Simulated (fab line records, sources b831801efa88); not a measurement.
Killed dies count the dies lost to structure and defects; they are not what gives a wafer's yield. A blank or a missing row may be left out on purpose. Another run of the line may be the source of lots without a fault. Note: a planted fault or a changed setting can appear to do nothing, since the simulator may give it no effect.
The tool behind it: which one? / flow gf180mcu / at 1 step of a route of 602, 11 lots with 33 wafers sampled

## WHAT THE GAUGES SHOWED, per wafer
GF_V4_RS_MEAS_24: measurement is done with a four-point probe.
lot=L705; measured=day 24 21:11; on=film_metro-01; V4_W_RS (ohm/sq)=0.324 0.324 0.327
lot=L707; measured=day 25 07:44; on=film_metro-01; V4_W_RS (ohm/sq)=0.330 0.329 0.328
lot=L709; measured=day 26 05:59; on=film_metro-04; V4_W_RS (ohm/sq)=0.325 0.326 0.323
lot=L710; measured=day 26 14:22; on=film_metro-04; V4_W_RS (ohm/sq)=0.329 0.329 0.328
lot=L712; measured=day 27 05:49; on=film_metro-04; V4_W_RS (ohm/sq)=0.328 0.327 0.327
lot=L713; measured=day 27 12:16; on=film_metro-02; V4_W_RS (ohm/sq)=0.327 0.328 0.326
lot=L714; measured=day 27 20:07; on=film_metro-02; V4_W_RS (ohm/sq)=0.326 0.330 0.323
lot=L715; measured=day 27 22:44; on=film_metro-02; V4_W_RS (ohm/sq)=0.322 0.322 0.322
lot=L716; measured=day 28 12:44; on=film_metro-02; V4_W_RS (ohm/sq)=0.325 0.328 0.327
lot=L717; measured=day 28 14:14; on=film_metro-04; V4_W_RS (ohm/sq)=0.329 0.327 0.327
lot=L726; measured=day 30 23:25; on=film_metro-01; V4_W_RS (ohm/sq)=0.327 0.329 0.325

## EACH LOT AND THE TOOL THAT RAN IT (in order: tool; ch and the chambers of the sampled wafers; start)
The record shows no process step preceding these readings.

## THE ANSWER, worked out from the rows above alone
Rule: the usual values come from the lots themselves. Put in order of their means at a reading, lots are off if they are a third of the lots or fewer, leave a main group of 4 or more, and stand apart from it by a gap of 3 or more times the standard deviation of the main group's means; of several such gaps the widest counts. A main group is skipped when, at the precision printed for the reading in the tables above, its means are all equal. Also off: a lot with no number at a reading for which 4 or more lots have one. All remaining lots with rows at the step are treated as sound.
Nothing can be told from this: no lot is off at any reading shown.

## WHAT HAD BEEN PUT IN BY THE SIMULATOR
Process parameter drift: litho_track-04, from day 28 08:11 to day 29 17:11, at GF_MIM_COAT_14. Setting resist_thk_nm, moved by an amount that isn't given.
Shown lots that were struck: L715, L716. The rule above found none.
